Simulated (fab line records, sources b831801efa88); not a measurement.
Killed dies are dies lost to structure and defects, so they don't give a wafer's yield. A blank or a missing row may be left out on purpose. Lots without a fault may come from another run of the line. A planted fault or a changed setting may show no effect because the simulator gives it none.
A struck lot beside a sound one | flow sky130 | 16 steps out of a route of 708
Sound: wafers L784.3, L784.4, L784.6. Struck: wafers L801.4, L801.5. (L801.3 of the same lot was not struck and is left out.) The cause comes at the end.
At each step with rows: each side's tool, then ch and its chambers, then its first start. Under that, the readings that differ: sound wafers | struck wafers | difference of the means | sigmas: that difference in standard deviations of wafers without a fault.
alike: readings whose means differ by less than 2 such deviations, and words and numbers that are the same on both sides. not compared: withheld readings, readings that some wafer has no value for, bounds like >300 that may hide the same value, and numbers for which the record gives no deviation and whose values overlap.
The two part at a step that has a row with sigmas, a row that says differs or no value, or rows on one side only. Numbers that don't overlap but have no deviation are shown without sigmas and don't part them. A reading that every wafer of one side lacks parts them only if that side has two wafers or more.

first, 2 steps without rows for these wafers: SKY_LOCAL_INTERCONNECT_PEB_09; SKY_LOCAL_INTERCONNECT_DEVELOP_10 (develop time 60 s).
SKY_LOCAL_INTERCONNECT_CD_MEAS_11: target cd 170 nm.
  sound on cd_sem-02, day 31 04:42; struck on cd_sem-01, day 36 17:48
  alike: cd_nm
SKY_LOCAL_INTERCONNECT_OVL_MEAS_12:
  sound on overlay-02, day 31 04:47; struck on overlay-02, day 36 17:53
  alike: LOCAL_INTERCONNECT_OVL
SKY_LOCAL_INTERCONNECT_ETCH_13: etches BARC in N2/H2, stops on SiO2, time 45.9 s, target depth 60 nm.
  sound on rie_metal-01 ch 0,1, day 31 04:50; struck on rie_metal-01 ch 0, day 36 17:56
  alike: bias_w, drypump_motor_current_A, oes_product_au, throttle_valve_pct
  not compared: rf_hours_counter_h
SKY_LOCAL_INTERCONNECT_METAL_ETCH_14: etches TiN in Cl2/BCl3, stops on PSG, target depth 110 nm, time 31.4 s.
  sound on rie_metal-01 ch 0,1, day 31 04:54; struck on rie_metal-01 ch 0, day 36 18:00
  alike: bias_w, drypump_motor_current_A, oes_product_au, throttle_valve_pct
  not compared: rf_hours_counter_h
SKY_LOCAL_INTERCONNECT_STRIP_15: strips in O2/N2.
  sound on plasma_asher-02 ch 0,1, day 31 04:58; struck on plasma_asher-03 ch 0,1, day 36 18:04
  alike: drypump_motor_current_A, oes_product_au, strip_time_to_endpoint_s
  not compared: rf_hours_counter_h
then, 3 steps without rows for these wafers: SKY_LOCAL_INTERCONNECT_STRIP_16 (strips in post etch residue remover, time 1200 s); SKY_LOCAL_INTERCONNECT_CLEAN_17 (cleans in IPA, time 180 s); SKY_LOCAL_INTERCONNECT_CLEAN_18 (cleans in O3/DIW).
SKY_CONTACT_CVD_00: deposits Si3N4, target thk 75 nm.
  sound on pecvd-01 ch 0,1,2, day 31 05:31; struck on pecvd-04 ch 0,1, day 36 18:38
  alike: heater_power_w
SKY_CONTACT_THK_MEAS_01:
  sound on film_metro-04, day 31 05:35; struck on film_metro-02, day 36 18:41
  alike: CONTACT_CVD_00_THK
SKY_CONTACT_HDPCVD_02: deposits SiO2, target thk 565 nm, time 94.2 s.
  sound on hdpcvd-01 ch 0,2, day 31 05:37; struck on hdpcvd-01 ch 0,1, day 36 18:43
  reading                                     | sound             | struck      | difference | sigmas
  run_length_s (s)                            | 122.3 122.6 122.0 | 117.8 117.1 | -4.9       | -12
  model.SiO2_of_CONTACT_HDPCVD_02.thk_nm (nm) | 566.2 559.7 563.1 | 530.4 535.9 | -29.9      |
  alike: sih4_flow_sccm
SKY_CONTACT_THK_MEAS_03:
  sound on film_metro-02, day 31 05:43; struck on film_metro-04, day 36 18:49
  reading                 | sound       | struck  | difference | sigmas
  CONTACT_HDPCVD_THK (nm) | 566 560 563 | 530 536 | -30        | -4
SKY_CONTACT_CMP_04: polishes SiO2.
  sound on cmp-02 ch 1,2,3, day 31 05:45; struck on cmp-02 ch 1, day 36 18:51
  reading                | sound    | struck | difference | sigmas
  time_to_endpoint_s (s) | 83 83 81 | 71 70  | -12        | -3
  alike: motor_current_A
-- the record jumps here: 14 days lie between the struck wafers' starts before and after (it left off in module CONTACT and takes up again in module PAD_OPEN, whose first step shown is number 708 of the route) --
SKY_PAD_OPEN_PROBE_99:
  the record has rows for the struck wafers here (prober-02, day 50 10:17) and none for the sound ones

WHERE THEY PART
First at SKY_CONTACT_HDPCVD_02; last, within this record, at SKY_PAD_OPEN_PROBE_99.

WHY: what the simulator had put in
Process parameter drift: hdpcvd-01, from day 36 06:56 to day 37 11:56, at SKY_CONTACT_HDPCVD_02. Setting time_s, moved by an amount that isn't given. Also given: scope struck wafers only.
